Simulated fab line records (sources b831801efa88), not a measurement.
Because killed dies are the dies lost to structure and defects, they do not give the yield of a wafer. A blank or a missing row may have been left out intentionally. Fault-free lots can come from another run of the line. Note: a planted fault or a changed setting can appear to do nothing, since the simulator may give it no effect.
Which tool was responsible? + flow sky130 + 43 wafers from 15 lots sampled at 4 of the route's 708 steps

WHAT THE GAUGES READ, wafer by wafer
SKY_SONOS_ONO_CD_MEAS_13: the cd target is 410 nm.
| lot  | measured     | on        | cd-nm (nm)        |
|------|--------------|-----------|-------------------|
| L847 | day 12 22:34 | cd-sem-01 | 411.3 410.0 408.9 |
| L849 | day 13 15:16 | cd-sem-01 | 412.0 409.4 410.8 |
| L850 | day 13 16:49 | cd-sem-01 | 412.1 411.2 410.0 |
| L852 | day 14 07:17 | cd-sem-01 | 408.9 407.8 409.8 |
| L854 | day 15 02:40 | cd-sem-01 | 410.0 407.3 407.6 |
| L855 | day 15 06:35 | cd-sem-01 | 414.7 410.9 410.0 |
| L856 | day 15 12:46 | cd-sem-01 | 413.8 354.0 414.5 |
| L857 | day 15 21:43 | cd-sem-01 | 413.3 411.5 412.9 |
| L858 | day 16 08:05 | cd-sem-02 | 351.5 407.8       |
| L860 | day 16 22:37 | cd-sem-02 | 344.4 408.9       |
| L861 | day 17 08:31 | cd-sem-01 | 405.5 404.3 406.7 |
| L867 | day 19 07:43 | cd-sem-01 | 411.4 411.6 411.2 |
| L868 | day 19 17:40 | cd-sem-01 | 408.6 410.9 408.5 |
| L869 | day 20 05:37 | cd-sem-02 | 408.9 409.5 411.4 |
| L870 | day 20 14:49 | cd-sem-01 | 414.0 413.3 414.5 |

SKY_VIA1_THK_MEAS_01.
| lot  | measured     | on            | VIA1_HDPCVD_THK (nm) |
|------|--------------|---------------|----------------------|
| L847 | day 33 03:38 | film-metro-03 | 1016 1033 1027       |
| L849 | day 33 18:39 | film-metro-01 | 1035 1040 1033       |
| L850 | day 33 20:18 | film-metro-01 | 1021 1020 1001       |
| L852 | day 34 13:29 | film-metro-03 | 1021 1025 1006       |
| L854 | day 35 10:26 | film-metro-01 | 1024 1022 1019       |
| L855 | day 35 16:17 | film-metro-01 | 1013 1031 1024       |
| L856 | day 35 17:27 | film-metro-03 | 1023 1031 1027       |
| L857 | day 36 03:33 | film-metro-03 | 1015 1029 1018       |
| L858 | day 36 06:50 | film-metro-04 | 1025 1011            |
| L860 | day 36 22:08 | film-metro-04 | 1027 1036            |
| L861 | day 37 06:19 | film-metro-01 | 1027 1029 1036       |
| L867 | day 39 02:55 | film-metro-04 | 1022 1040 1025       |
| L868 | day 39 06:41 | film-metro-04 | 1032 1018 1027       |
| L869 | day 39 15:06 | film-metro-03 | 1030 1016 1032       |
| L870 | day 39 20:40 | film-metro-04 | 1037 1022 1029       |

SKY_VIA1_BOW_MEAS_03.
| lot  | measured     | on            | VIA1_BOW (um) |
|------|--------------|---------------|---------------|
| L847 | day 33 04:00 | film-metro-03 | 85 73 71      |
| L849 | day 33 19:14 | film-metro-03 | 68 85 79      |
| L850 | day 33 20:40 | film-metro-04 | 81 85 75      |
| L852 | day 34 13:52 | film-metro-01 | 87 84 77      |
| L854 | day 35 10:49 | film-metro-04 | 81 72 69      |
| L855 | day 35 16:39 | film-metro-04 | 73 80 80      |
| L856 | day 35 17:49 | film-metro-03 | 93 83 83      |
| L857 | day 36 03:55 | film-metro-03 | 81 86 83      |
| L858 | day 36 07:12 | film-metro-03 | 95 90         |
| L860 | day 36 22:32 | film-metro-04 | 80 79         |
| L861 | day 37 06:43 | film-metro-03 | 87 82 89      |
| L867 | day 39 03:16 | film-metro-03 | 75 75 79      |
| L868 | day 39 07:02 | film-metro-04 | 82 79 76      |
| L869 | day 39 15:29 | film-metro-04 | 82 81 87      |
| L870 | day 39 21:02 | film-metro-04 | 76 88 81      |

TOOL THAT RAN EACH LOT (tool first, then ch and the chambers of the sampled wafers, then the start)
| lot  | SKY_SONOS_ONO_EXPOSE_10             |
|------|-------------------------------------|
| L847 | iline-stepper-02 ch 0, day 12 10:58 |
| L849 | iline-stepper-02 ch 0, day 13 02:52 |
| L850 | iline-stepper-01 ch 0, day 13 04:36 |
| L852 | iline-stepper-02 ch 0, day 13 18:04 |
| L854 | iline-stepper-02 ch 0, day 14 13:38 |
| L855 | iline-stepper-02 ch 0, day 14 17:02 |
| L856 | iline-stepper-02 ch 0, day 15 00:10 |
| L857 | iline-stepper-01 ch 0, day 15 09:03 |
| L858 | iline-stepper-02 ch 0, day 15 17:52 |
| L860 | iline-stepper-02 ch 0, day 16 07:55 |
| L861 | iline-stepper-01 ch 0, day 16 17:55 |
| L867 | iline-stepper-01 ch 0, day 18 16:31 |
| L868 | iline-stepper-01 ch 0, day 19 02:49 |
| L869 | iline-stepper-01 ch 0, day 19 14:17 |
| L870 | iline-stepper-02 ch 0, day 19 23:55 |
- SKY_SONOS_ONO_EXPOSE_10: exposes mask ONOM, target cd 410 nm.

WHAT THE TOOLS THEMSELVES READ (means of the sampled wafers that have a number; where no wafer has one, the mark that the record gives instead)
SKY_SONOS_ONO_EXPOSE_10.
| lot  | tool             | exposure-dose-mJ-cm2 |
|------|------------------|----------------------|
| L847 | iline-stepper-02 | 149.85               |
| L849 | iline-stepper-02 | 149.87               |
| L850 | iline-stepper-01 | 149.96               |
| L852 | iline-stepper-02 | 149.97               |
| L854 | iline-stepper-02 | 149.94               |
| L855 | iline-stepper-02 | 149.90               |
| L856 | iline-stepper-02 | 150.02               |
| L857 | iline-stepper-01 | 149.96               |
| L858 | iline-stepper-02 | 150.10               |
| L860 | iline-stepper-02 | 149.82               |
| L861 | iline-stepper-01 | 150.21               |
| L867 | iline-stepper-01 | 149.73               |
| L868 | iline-stepper-01 | 149.91               |
| L869 | iline-stepper-01 | 149.87               |
| L870 | iline-stepper-02 | 149.74               |

THE ANSWER, worked out from the rows above alone
Rule: the usual values come from the lots themselves. Put in order of their means at a reading, lots are off if they are a third of the lots or fewer, leave a main group of 4 or more, and stand apart from it by a gap of 3 or more times the standard deviation of the main group's means; of several such gaps the widest counts. Not used: any main group whose means are identical at the precision the tables above print for the reading. A lot without any number at a reading at which 4 lots or more have one is off too. Where the step has rows for the other lots, those lots are counted as sound. After the gauges, taken in route order, come the tools' own readings; for these a lot's mean is taken, as printed above. The first step at which some lot is off is used, and at that step the reading that is off furthest; a lot without a number counts as furthest.
Off, at SKY_SONOS_ONO_CD_MEAS_13 on cd-nm: L856, L858, L860. The main group: mean 410.3 nm, standard deviation 2.1.
A tool fits if, at a process step before that reading, it ran every lot that is off, and no sound lot after the first of them. Gauges at SKY_SONOS_ONO_CD_MEAS_13: tried the same way as those tools. None of those tried fits.

WHAT WAS PUT IN BY THE SIMULATOR
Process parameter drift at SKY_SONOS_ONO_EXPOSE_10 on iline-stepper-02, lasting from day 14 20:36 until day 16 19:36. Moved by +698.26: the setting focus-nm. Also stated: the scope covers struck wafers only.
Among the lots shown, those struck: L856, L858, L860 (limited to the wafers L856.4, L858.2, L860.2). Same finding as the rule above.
